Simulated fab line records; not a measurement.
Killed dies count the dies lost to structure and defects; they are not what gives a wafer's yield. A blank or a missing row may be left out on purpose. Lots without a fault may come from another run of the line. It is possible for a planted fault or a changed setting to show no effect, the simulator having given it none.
fab line records ; flow sky130
[record] lots = 6; wafers = 18; last_day = 52
route steps=708 shown LDD_LDN@300 SPACER@304 POLY_CUT@307 PAD_OPEN@708
lots that met no fault: from a run of the same line without faults
start_h: start of the lot's first displayed wafer, in hours after the record's first day ; wait_h: hours elapsed since this lot's preceding step ; " unchanged from the row above ; L1.1+2: one row covering several wafers at once ; - no value, or no start was given ; * or withheld: withheld ; < > ~ a bound
route shown NAME@n: NAME is a module with steps in the file, n the number in the route of the first one ; usual: the fault-free wafers' mean and standard deviation ; same: alike in all rows ; chamber/n: place in a boat ; sites: readings site by site ; _std_site: their standard deviation ; _edge_site: mean of outer sites minus mean of inner sites ; radius_mm: for every site, how far away it sits from the centre of the wafer ; mask NAME#n: copy n ; behind: the most recent tool/chamber to have shaped the wafer ; hold: why the lot was held/for how many hours/how that ended ; device: which transistor (n, p or np) failed to switch ; end of line: tests of these same wafers at the route's end ; for a step that has no rows: nothing shown but its recipe ; killed: at the first sort, the dies lost to defects and structure; wafer yield is something else ; map: per-die view of a wafer (x killed, . not killed, _ where there is no die)
set.NAME: the setting as run; set.NAME@STEP: as run at that earlier step ; model.NAME: the simulator's own value behind a step, which no gauge read
lots seen at some steps along the route; tables by step, rows by wafer
services: when a tool's chamber went out of use (start_h, in hours from the record's first day, below 0 if earlier), for how many hours, and the reason
[[steps]]
[step SKY_LDD_LDN_IMPLANT_11]
[recipe] species = As; energy_kev = 15; dose_cm2 = 1.25e+13; tilt_deg = withheld; rotation_deg = 293
[step SKY_LDD_LDN_STRIP_12]
[recipe] chemistry = O2/N2; power_w = 1400; pressure_mtorr = 1500; platen_temp_c = withheld; o2_flow_sccm = 3000; n2_flow_sccm = 300; overash_fraction = 0.5
[usual] drypump_motor_current_A = 5.67/0.25; oes_product_au = 0.716/0.0042; strip_time_to_endpoint_s = 14.18/0.041
lot.wafer;tool;chamber;start_h;wait_h;drypump_motor_current_A;oes_product_au;rf_hours_counter_h;strip_time_to_endpoint_s
L249.1;plasma_asher-01;0;573.61;0.1;5.93;0.714;15;14.15
L249.3;plasma_asher-01;0;573.61;0.1;5.94;0.722;-;14.17
L249.6;plasma_asher-01;0;573.61;0.1;5.94;0.709;-;14.18
L251.1;plasma_asher-02;1;585.28;0.1;5.80;0.719;90;14.15
L251.3;plasma_asher-02;0;585.28;0.1;5.82;0.722;-;14.16
L251.5;plasma_asher-02;1;585.28;0.1;5.78;0.725;-;14.11
L258.1;plasma_asher-01;0;598.53;0.1;5.93;0.712;17;14.19
L258.4;plasma_asher-01;0;598.53;0.1;5.93;0.724;-;14.18
L258.5;plasma_asher-01;1;598.53;0.1;5.77;0.719;-;14.15
L266.2;plasma_asher-02;1;748.11;0.1;5.81;0.720;1;14.17
L266.4;plasma_asher-02;1;748.11;0.1;5.77;0.724;-;14.18
L266.6;plasma_asher-02;1;748.11;0.1;5.78;0.715;-;14.21
L263.2;plasma_asher-03;0;753.30;0.1;5.44;0.712;87;14.18
L263.5;plasma_asher-03;0;753.30;0.1;5.47;0.716;-;14.18
L263.6;plasma_asher-03;1;753.30;0.1;5.14;0.714;-;14.20
L269.3;plasma_asher-02;0;758.44;0.1;5.79;0.715;-;14.21
L269.5;plasma_asher-02;0;758.44;0.1;5.78;0.712;-;14.21
L269.6;plasma_asher-02;1;758.44;0.1;5.79;0.718;-;14.18
[step SKY_LDD_LDN_TW_MEAS_13]
[usual] LDD_LDN_TW = 1480/22
lot.wafer;tool;chamber;start_h;wait_h;LDD_LDN_TW
L249.1;film_metro-01;-;573.71;0.1;1453
L249.3;film_metro-01;-;573.71;0.1;1459
L249.6;film_metro-01;-;573.71;0.1;1457
L251.1;film_metro-02;-;585.38;0.1;1504
L251.3;film_metro-02;-;585.38;0.1;1509
L251.5;film_metro-02;-;585.38;0.1;1512
L258.1;film_metro-04;-;598.63;0.1;1481
L258.4;film_metro-04;-;598.63;0.1;1482
L258.5;film_metro-04;-;598.63;0.1;1478
L266.2;film_metro-02;-;748.22;0.1;1494
L266.4;film_metro-02;-;748.22;0.1;1497
L266.6;film_metro-02;-;748.22;0.1;1497
L263.2;film_metro-04;-;753.41;0.1;1483
L263.5;film_metro-04;-;753.41;0.1;1477
L263.6;film_metro-04;-;753.41;0.1;1473
L269.3;film_metro-02;-;758.53;0.1;1497
L269.5;film_metro-02;-;758.53;0.1;1494
L269.6;film_metro-02;-;758.53;0.1;1502
[step SKY_LDD_LDN_CLEAN_14]
[recipe] chemistry = SC1/SC2; mix = 1:4:20; temp_c = 70; time_s = 150; dry = n2_spin
[step SKY_SPACER_CVD_00]
[recipe] material = Si3N4; precursor = DCS/NH3; target_thk_nm = 43.1; temp_c = 770; time_s = 740; pressure_mtorr = 250
[step SKY_SPACER_THK_MEAS_01]
[recipe] reads = Si3N4_of_SPACER_CVD_00
[usual] SPACER_CVD_00_THK = 43.0/0.43
lot.wafer;tool;chamber;start_h;wait_h;SPACER_CVD_00_THK[nm]
L249.1;film_metro-01;-;576.20;0.0;41.9
L249.3;film_metro-01;-;576.20;0.0;41.9
L249.6;film_metro-01;-;576.20;0.0;42.4
L251.1;film_metro-01;-;587.72;0.0;43.8
L251.3;film_metro-01;-;587.72;0.0;43.5
L251.5;film_metro-01;-;587.72;0.0;43.4
L258.1;film_metro-03;-;600.34;0.0;43.1
L258.4;film_metro-03;-;600.34;0.0;43.3
L258.5;film_metro-03;-;600.34;0.0;43.5
L266.2;film_metro-03;-;749.69;0.0;43.2
L266.4;film_metro-03;-;749.69;0.0;43.0
L266.6;film_metro-03;-;749.69;0.0;43.5
L263.2;film_metro-01;-;756.77;0.0;42.9
L263.5;film_metro-01;-;756.77;0.0;43.0
L263.6;film_metro-01;-;756.77;0.0;43.0
L269.3;film_metro-01;-;761.60;0.0;42.9
L269.5;film_metro-01;-;761.60;0.0;42.3
L269.6;film_metro-01;-;761.60;0.0;42.9
[step SKY_SPACER_ETCHBACK_02]
[recipe] chemistry = CH3F/O2; target = Si3N4; stop_on = SiO2; source_w = 400; bias_w = 80; pressure_mtorr = 25; ch3f_flow_sccm = 40; O2_flow_sccm = 30; time_s = 46.7; target_depth_a = 450
[usual] drypump_motor_current_A = 5.7/0.65; oes_product_au = 0.854/0.0072; throttle_valve_pct = 10.562/0.0087
lot.wafer;tool;chamber;start_h;wait_h;drypump_motor_current_A;oes_product_au;rf_hours_counter_h;throttle_valve_pct
L249.1;rie_diel-03;0;576.26;0.1;5.3;0.835;23;10.561
L249.3;rie_diel-03;1;576.26;0.1;6.5;0.844;4;10.569
L249.6;rie_diel-03;1;576.26;0.1;6.4;0.844;-;10.565
L251.1;rie_diel-03;1;587.78;0.1;6.5;0.868;4;10.553
L251.3;rie_diel-03;3;587.78;0.1;6.3;0.862;14;10.561
L251.5;rie_diel-03;0;587.78;0.1;5.3;0.850;-;10.557
L258.1;rie_diel-04;2;600.40;0.1;6.6;0.850;32;10.564
L258.4;rie_diel-04;3;600.40;0.1;6.1;0.867;2;10.557
L258.5;rie_diel-04;2;600.40;0.1;6.6;0.860;-;10.573
L266.2;rie_diel-02;1;749.74;0.0;5.3;0.861;12;10.556
L266.4;rie_diel-02;2;749.74;0.0;4.8;0.849;6;10.566
L266.6;rie_diel-02;1;749.74;0.0;5.3;0.853;-;10.569
L263.2;rie_diel-03;0;756.82;0.0;5.3;0.843;28;10.561
L263.5;rie_diel-03;2;756.82;0.0;4.9;0.854;-;10.561
L263.6;rie_diel-03;1;756.82;0.0;6.4;0.857;-;10.551
L269.3;rie_diel-03;3;761.64;0.0;6.3;0.855;19;10.562
L269.5;rie_diel-03;2;761.64;0.0;5.0;0.848;-;10.556
L269.6;rie_diel-03;3;761.64;0.0;6.3;0.849;-;10.562
[step SKY_POLY_CUT_DEHYDRATE_00]
[recipe] temp_c = 200; time_s = 60
[step SKY_POLY_CUT_HMDS_01]
[recipe] prime_time_s = 60; prime_temp_c = 120
[step SKY_POLY_CUT_COAT_02]
[recipe] resist = BARC; temp_c = withheld; time_s = withheld; spin_rpm = 3000; resist_thk_nm = 60
[step SKY_POLY_CUT_COAT_03]
[recipe] resist = KrF-thick; spin_rpm = 3000; resist_thk_nm = 450
[step SKY_POLY_CUT_SOFTBAKE_04]
[recipe] temp_c = 100; time_s = 90; resist = KrF-thick
[step SKY_POLY_CUT_EXPOSE_05]
[recipe] mask_id = NPCM; na = 0.8; source_shape = annular; sigma_inner = 0.55; sigma_outer = 0.85; target_cd_nm = 270; dose_mj = 32
[same] na = 0.8; sigma_inner = 0.55
lot.wafer;tool;chamber;start_h;wait_h;mask
L249.1+3+6;krf_scanner-02;0;590.99;-;NPCM#0
L251.1+3+5;krf_scanner-02;0;603.44;-;NPCM#0
L258.1+4+5;krf_scanner-02;0;616.02;-;NPCM#0
L266.2+4+6;krf_scanner-01;0;763.86;-;NPCM#0
L263.2+5+6;krf_scanner-02;0;771.49;-;NPCM#0
L269.3+5+6;krf_scanner-02;0;776.01;-;NPCM#0
[step SKY_POLY_CUT_PEB_06]
[recipe] peb_temp_c = withheld; peb_time_s = withheld; resist = KrF-thick
[step SKY_POLY_CUT_DEVELOP_07]
[recipe] develop_time_s = 60; resist = KrF-thick; dev_temp_c = 21
[step SKY_POLY_CUT_CD_MEAS_08]
[recipe] target_cd_nm = 270
[usual] cd_nm = 269.9/1.3
lot.wafer;tool;chamber;start_h;wait_h;cd_nm
L249.1;cd_sem-01;-;606.54;-;268.6
L249.3;cd_sem-01;-;606.54;-;268.2
L249.6;cd_sem-01;-;606.54;-;268.9
L251.1;cd_sem-02;-;618.74;-;265.6
L251.3;cd_sem-02;-;618.74;-;265.0
L251.5;cd_sem-02;-;618.74;-;269.5
L258.1;cd_sem-02;-;630.62;-;265.5
L258.4;cd_sem-02;-;630.62;-;270.1
L258.5;cd_sem-02;-;630.62;-;270.1
L266.2;cd_sem-02;-;777.51;-;270.3
L266.4;cd_sem-02;-;777.51;-;269.9
L266.6;cd_sem-02;-;777.51;-;270.2
L263.2;cd_sem-01;-;784.89;-;268.6
L263.5;cd_sem-01;-;784.89;-;270.8
L263.6;cd_sem-01;-;784.89;-;269.7
L269.3;cd_sem-02;-;789.68;-;271.7
L269.5;cd_sem-02;-;789.68;-;270.4
L269.6;cd_sem-02;-;789.68;-;270.0
[step SKY_POLY_CUT_OVL_MEAS_09]
[usual] POLY_CUT_OVL = -2/6.3
lot.wafer;tool;chamber;start_h;wait_h;POLY_CUT_OVL[nm]
L249.1;overlay-02;-;606.66;0.1;-7
L249.3;overlay-02;-;606.66;0.1;-2
L249.6;overlay-02;-;606.66;0.1;-11
L251.1;overlay-02;-;618.86;0.1;2
L251.3;overlay-02;-;618.86;0.1;7
L251.5;overlay-02;-;618.86;0.1;3
L258.1;overlay-02;-;630.74;0.1;-10
L258.4;overlay-02;-;630.74;0.1;-14
L258.5;overlay-02;-;630.74;0.1;-6
L266.2;overlay-02;-;777.62;0.1;2
L266.4;overlay-02;-;777.62;0.1;5
L266.6;overlay-02;-;777.62;0.1;7
L263.2;overlay-01;-;784.99;0.1;3
L263.5;overlay-01;-;784.99;0.1;-5
L263.6;overlay-01;-;784.99;0.1;-3
L269.3;overlay-02;-;789.78;0.1;-2
L269.5;overlay-02;-;789.78;0.1;4
L269.6;overlay-02;-;789.78;0.1;2
[step SKY_POLY_CUT_ETCH_10]
[recipe] chemistry = N2/H2; target = BARC; ion_energy_ev = 200; source_w = 500; bias_w = 100; pressure_mtorr = 30; n2_flow_sccm = 100; h2_flow_sccm = 200; stop_on = SiO2; time_s = 45.9; target_depth_a = 600
[usual] drypump_motor_current_A = 5.4/0.5; oes_product_au = 0.855/0.0048; throttle_valve_pct = 13.222/0.01
lot.wafer;tool;chamber;start_h;wait_h;drypump_motor_current_A;oes_product_au;rf_hours_counter_h;throttle_valve_pct;model.POLY_CUT.cd_nm
L249.1;rie_diel-01;3;606.70;0.0;5.0;0.860;3;13.217;268.5
L249.3;rie_diel-01;2;606.70;0.0;5.5;0.850;9;13.219;266.8
L249.6;rie_diel-01;1;606.70;0.0;5.8;0.863;-;13.216;267.3
L251.1;rie_diel-02;0;618.90;0.0;5.2;0.859;10;13.216;266.5
L251.3;rie_diel-02;3;618.90;0.0;5.3;0.861;6;13.227;265.2
L251.5;rie_diel-02;2;618.90;0.0;4.8;0.864;-;13.212;270.6
L258.1;rie_diel-01;3;630.77;0.0;5.0;0.848;4;13.212;265.7
L258.4;rie_diel-01;2;630.77;0.0;5.5;0.851;10;13.209;268.3
L258.5;rie_diel-01;1;630.77;0.0;5.8;0.856;-;13.220;269.6
L266.2;rie_diel-03;0;777.65;0.0;5.3;0.855;29;13.226;269.4
L266.4;rie_diel-03;2;777.65;0.0;4.9;0.856;5;13.235;270.6
L266.6;rie_diel-03;3;777.65;0.0;6.3;0.856;-;13.217;270.2
L263.2;rie_diel-03;3;785.02;0.0;6.3;0.857;20;13.228;268.8
L263.5;rie_diel-03;2;785.02;0.0;4.9;0.857;-;13.224;271.1
L263.6;rie_diel-03;1;785.02;0.0;6.5;0.856;-;13.202;267.9
L269.3;rie_diel-03;0;789.80;0.0;5.3;0.862;29;13.235;270.2
L269.5;rie_diel-03;2;789.80;0.0;4.9;0.856;-;13.210;271.1
L269.6;rie_diel-03;1;789.80;0.0;6.5;0.855;-;13.223;268.6
[step SKY_POLY_CUT_ETCH_11]
[recipe] target = Si3N4; chemistry = CF4/CH2F2/Ar; stop_on = poly-Si; source_w = 600; bias_w = 150; pressure_mtorr = 40; cf4_flow_sccm = 40; ch2f2_flow_sccm = 20; Ar_flow_sccm = 150; time_s = 42.5; target_depth_a = 600
[usual] drypump_motor_current_A = 5.4/0.5; oes_product_au = 0.826/0.0069; throttle_valve_pct = 14.993/0.0095
lot.wafer;tool;chamber;start_h;wait_h;drypump_motor_current_A;oes_product_au;rf_hours_counter_h;throttle_valve_pct;model.POLY_CUT.cd_nm
L249.1;rie_diel-01;3;606.74;0.0;5.0;0.833;3;14.993;268.4
L249.3;rie_diel-01;2;606.74;0.0;5.5;0.821;9;14.987;266.7
L249.6;rie_diel-01;1;606.74;0.0;5.8;0.823;-;14.987;267
L251.1;rie_diel-02;0;618.94;0.0;5.1;0.823;10;14.986;266.4
L251.3;rie_diel-02;3;618.94;0.0;5.2;0.833;6;14.975;265.2
L251.5;rie_diel-02;2;618.94;0.0;4.8;0.827;-;14.981;270.4
L258.1;rie_diel-01;3;630.82;0.0;5.0;0.833;4;14.990;265.7
L258.4;rie_diel-01;2;630.82;0.0;5.5;0.825;10;14.984;268.3
L258.5;rie_diel-01;1;630.82;0.0;5.8;0.824;-;14.972;269.3
L266.2;rie_diel-03;0;777.69;0.0;5.3;0.835;29;15.015;269.4
L266.4;rie_diel-03;2;777.69;0.0;4.9;0.838;5;14.989;270.5
L266.6;rie_diel-03;3;777.69;0.0;6.3;0.834;-;14.998;270.4
L263.2;rie_diel-03;3;785.07;0.0;6.3;0.827;20;15.002;268.8
L263.5;rie_diel-03;2;785.07;0.0;5.0;0.832;-;14.997;271
L263.6;rie_diel-03;1;785.07;0.0;6.5;0.829;-;14.994;268
L269.3;rie_diel-03;0;789.84;0.0;5.3;0.822;29;14.996;270.1
L269.5;rie_diel-03;2;789.84;0.0;4.9;0.832;-;15.004;271.1
L269.6;rie_diel-03;1;789.84;0.0;6.5;0.832;-;14.995;268.7
[step SKY_POLY_CUT_STRIP_12]
[recipe] chemistry = O2/N2; power_w = 1400; pressure_mtorr = 1500; platen_temp_c = withheld; o2_flow_sccm = 3000; n2_flow_sccm = 300; overash_fraction = 0.5
[usual] drypump_motor_current_A = 5.67/0.26; oes_product_au = 0.452/0.0044; strip_time_to_endpoint_s = 5.358/0.015
lot.wafer;tool;chamber;start_h;wait_h;drypump_motor_current_A;oes_product_au;rf_hours_counter_h;strip_time_to_endpoint_s
L249.1;plasma_asher-01;1;606.78;0.0;5.77;0.451;18;5.343
L249.3;plasma_asher-01;1;606.78;0.0;5.77;0.450;-;5.329
L249.6;plasma_asher-01;1;606.78;0.0;5.73;0.457;-;5.328
L251.1;plasma_asher-03;0;618.98;0.0;5.47;0.446;76;5.350
L251.3;plasma_asher-03;0;618.98;0.0;5.46;0.456;-;5.345
L251.5;plasma_asher-03;0;618.98;0.0;5.46;0.461;-;5.343
L258.1;plasma_asher-04;1;630.86;0.0;5.77;0.461;48;5.357
L258.4;plasma_asher-04;1;630.86;0.0;5.72;0.454;-;5.365
L258.5;plasma_asher-04;1;630.86;0.0;5.74;0.450;-;5.360
L266.2;plasma_asher-01;1;777.73;0.0;5.74;0.457;34;5.341
L266.4;plasma_asher-01;0;777.73;0.0;5.94;0.445;-;5.337
L266.6;plasma_asher-01;0;777.73;0.0;5.92;0.445;-;5.331
L263.2;plasma_asher-01;0;785.11;0.0;5.94;0.447;35;5.343
L263.5;plasma_asher-01;1;785.11;0.0;5.73;0.455;-;5.363
L263.6;plasma_asher-01;0;785.11;0.0;5.94;0.448;-;5.358
L269.3;plasma_asher-01;1;789.92;0.1;5.75;0.460;-;5.346
L269.5;plasma_asher-01;1;789.92;0.1;5.76;0.454;-;5.363
L269.6;plasma_asher-01;0;789.92;0.1;5.92;0.452;-;5.360
[step SKY_PAD_OPEN_PROBE_99]
[usual] killed_at_M0_to_M3 = 45/6.3; killed_at_M4_up = 2.8/1.6; killed_at_contacts = 24/5.1; killed_at_front_end = 14/4.4; killed_at_other = 0.4/0.73; killed_dies = 86/9; killed_open = 47/7.8; killed_short = 39/6.6
[same] gross_dies = 492; killed_at_back_side = 0
lot.wafer;tool;chamber;start_h;wait_h;killed_at_M0_to_M3;killed_at_M4_up;killed_at_contacts;killed_at_front_end;killed_at_other;killed_dies;killed_open;killed_short
L251.1;prober-02;-;1135.82;0.1;49;5;17;15;0;86;38;47
L251.3;prober-02;-;1135.92;0.2;34;6;16;13;1;70;32;37
L251.5;prober-02;-;1136.02;0.2;47;4;24;19;0;94;57;36
L258.1;prober-02;-;1145.59;0.1;37;2;23;12;0;74;44;30
L258.4;prober-02;-;1145.74;0.2;32;1;21;18;0;72;47;25
L258.5;prober-02;-;1145.79;0.2;42;3;25;12;1;83;32;51
L263.2;prober-02;-;1241.21;0.1;44;4;20;16;0;84;49;35
L263.5;prober-02;-;1241.36;0.2;51;3;17;24;0;95;43;52
L263.6;prober-02;-;1241.41;0.2;42;1;14;10;0;67;35;32
L266.2;prober-02;-;1244.26;0.1;44;4;17;15;0;80;42;38
L266.4;prober-02;-;1244.36;0.2;45;2;29;14;1;91;42;48
L266.6;prober-02;-;1244.46;0.2;43;5;19;12;0;79;33;46
// killed by level:class
L251.1 VIA3:geometric_particle:open=10 VIA1:geometric_particle:open=10 VIA1:geometric_particle:short=8 FIELD_ISO:geometric_particle:short=5 LOCAL_INTERCONNECT:geometric_particle:short=5 POLY_GATE:geometric_particle:short=4 CONTACT:geometric_particle:open=4 CONTACT:geometric_particle:short=4
L251.3 CONTACT:geometric_particle:open=8 VIA3:geometric_particle:open=7 METAL4:geometric_particle:short=6 METAL1:geometric_particle:short=5 VIA1:geometric_particle:short=5 VIA1:geometric_particle:open=5 FIELD_ISO:geometric_particle:open=4 SPACER:geometric_particle:short=3
L251.5 LI_CONTACT:geometric_particle:open=9 VIA1:geometric_particle:open=9 VIA2:geometric_particle:open=8 VIA3:geometric_particle:open=8 POLY_GATE:geometric_particle:short=5 POLY_GATE:geometric_particle:open=5 CONTACT:geometric_particle:open=5 VIA1:geometric_particle:short=5
L258.1 VIA1:geometric_particle:open=10 LI_CONTACT:geometric_particle:open=9 VIA3:geometric_particle:open=8 CONTACT:geometric_particle:open=6 METAL2:geometric_particle:short=5 METAL1:geometric_particle:short=4 METAL3:geometric_particle:short=4 POLY_GATE:geometric_particle:short=3
L258.4 CONTACT:geometric_particle:open=10 VIA1:geometric_particle:open=9 VIA2:geometric_particle:open=8 CONTACT:geometric_particle:short=5 FIELD_ISO:geometric_particle:open=4 POLY_GATE:geometric_particle:open=4 POLY_GATE:geometric_particle:short=4 LI_CONTACT:geometric_particle:open=4
L258.5 CONTACT:geometric_particle:open=13 VIA3:geometric_particle:open=8 POLY_GATE:geometric_particle:short=6 METAL1:geometric_particle:short=6 VIA3:geometric_particle:short=6 METAL3:geometric_particle:short=5 LI_CONTACT:geometric_particle:open=5 METAL2:geometric_particle:short=5
L263.2 VIA1:geometric_particle:open=12 CONTACT:geometric_particle:open=8 CONTACT:geometric_particle:short=7 VIA2:geometric_particle:open=7 FIELD_ISO:geometric_particle:open=5 METAL2:geometric_particle:short=4 METAL1:geometric_particle:short=4 METAL2:geometric_particle:open=4
L263.5 VIA2:geometric_particle:open=10 METAL1:geometric_particle:short=8 METAL2:geometric_particle:short=8 FIELD_ISO:geometric_particle:short=7 VIA1:geometric_particle:open=7 LI_CONTACT:geometric_particle:open=4 FIELD_ISO:geometric_particle:open=4 POLY_GATE:geometric_particle:short=4
L263.6 VIA3:geometric_particle:open=9 VIA1:geometric_particle:open=8 METAL2:geometric_particle:short=7 CONTACT:geometric_particle:open=5 METAL1:geometric_particle:short=5 VIA2:geometric_particle:open=4 LI_CONTACT:geometric_particle:short=4 VIA1:geometric_particle:short=4
L266.2 VIA1:geometric_particle:open=16 CONTACT:geometric_particle:open=6 FIELD_ISO:geometric_particle:short=5 LOCAL_INTERCONNECT:geometric_particle:short=5 VIA1:geometric_particle:short=5 VIA2:geometric_particle:open=5 FIELD_ISO:geometric_particle:open=4 METAL1:geometric_particle:short=4
L266.4 CONTACT:geometric_particle:open=11 VIA1:geometric_particle:open=11 METAL2:geometric_particle:short=8 METAL1:geometric_particle:short=7 LI_CONTACT:geometric_particle:open=6 CONTACT:geometric_particle:short=6 VIA1:geometric_particle:short=6 FIELD_ISO:geometric_particle:short=4
L266.6 VIA1:geometric_particle:open=9 METAL1:geometric_particle:short=6 METAL2:geometric_particle:short=6 CONTACT:geometric_particle:short=5 FIELD_ISO:geometric_particle:short=4 LI_CONTACT:geometric_particle:short=4 CONTACT:geometric_particle:open=4 VIA3:geometric_particle:open=4
[[services]]
tool;chamber;start_h;hours;kind
rie_diel-03;-;557.58;14.6;pm
rie_diel-01;2;562.10;4.1;repair
krf_scanner-02;-;579.28;0.8;pm
krf_scanner-02;-;606.49;1.3;pm
krf_scanner-02;-;629.02;0.5;repair
plasma_asher-03;-;629.99;2.8;pm
plasma_asher-01;-;636.26;12.8;repair
plasma_asher-03;-;640.92;17.2;repair
rie_diel-03;3;660.44;1.5;repair
rie_diel-01;2;665.74;10.8;repair
rie_diel-03;-;670.15;2.8;pm
rie_diel-01;0;683.21;6.3;repair
rie_diel-03;3;685.94;14.0;repair
rie_diel-03;1;693.32;4.1;repair
krf_scanner-02;-;698.13;1.0;pm
rie_diel-02;-;700.64;15.6;pm
plasma_asher-01;-;719.65;2.8;pm
rie_diel-02;2;731.98;7.5;repair
plasma_asher-02;-;733.75;9.0;pm
krf_scanner-02;-;745.42;0.3;repair
krf_scanner-02;-;748.08;0.8;pm
rie_diel-02;1;754.99;3.7;repair
plasma_asher-02;-;775.79;2.8;pm
krf_scanner-02;-;782.39;1.3;pm
[[key]]
[first_sign] step = SKY_POLY_CUT_CD_MEAS_08; reading = cd_nm; direction = down; sigmas = 3.4; usual = 269.9; struck = 265.4
effect none on later readings
[model_effect] step = SKY_POLY_CUT_ETCH_10; value = POLY_CUT.cd_nm; without = 269.3; struck = 265.8
[model_effect] step = SKY_POLY_CUT_ETCH_11; value = POLY_CUT.cd_nm; without = 269.2; struck = 265.8
met_at SKY_POLY_CUT_EXPOSE_05
struck_wafers L251.1,L251.3,L258.1
tester_left_out L251,L258
onset_between 590.99 603.44
[fault] kind = process_parameter_drift; tool = krf_scanner-02; chamber = -; onset_h = 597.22; steps = SKY_POLY_CUT_EXPOSE_05; channel = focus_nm; offset = 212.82; shape = step; end_h = 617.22; scope = struck_wafers_only
// tester_left_out: of these lots the tester's yield and bins aren't shown, on N5 and GAA mostly nor the transistor test; their killed dies are dies lost to structure and defects alone, not to doping, threshold or leakage, so they don't give the yield
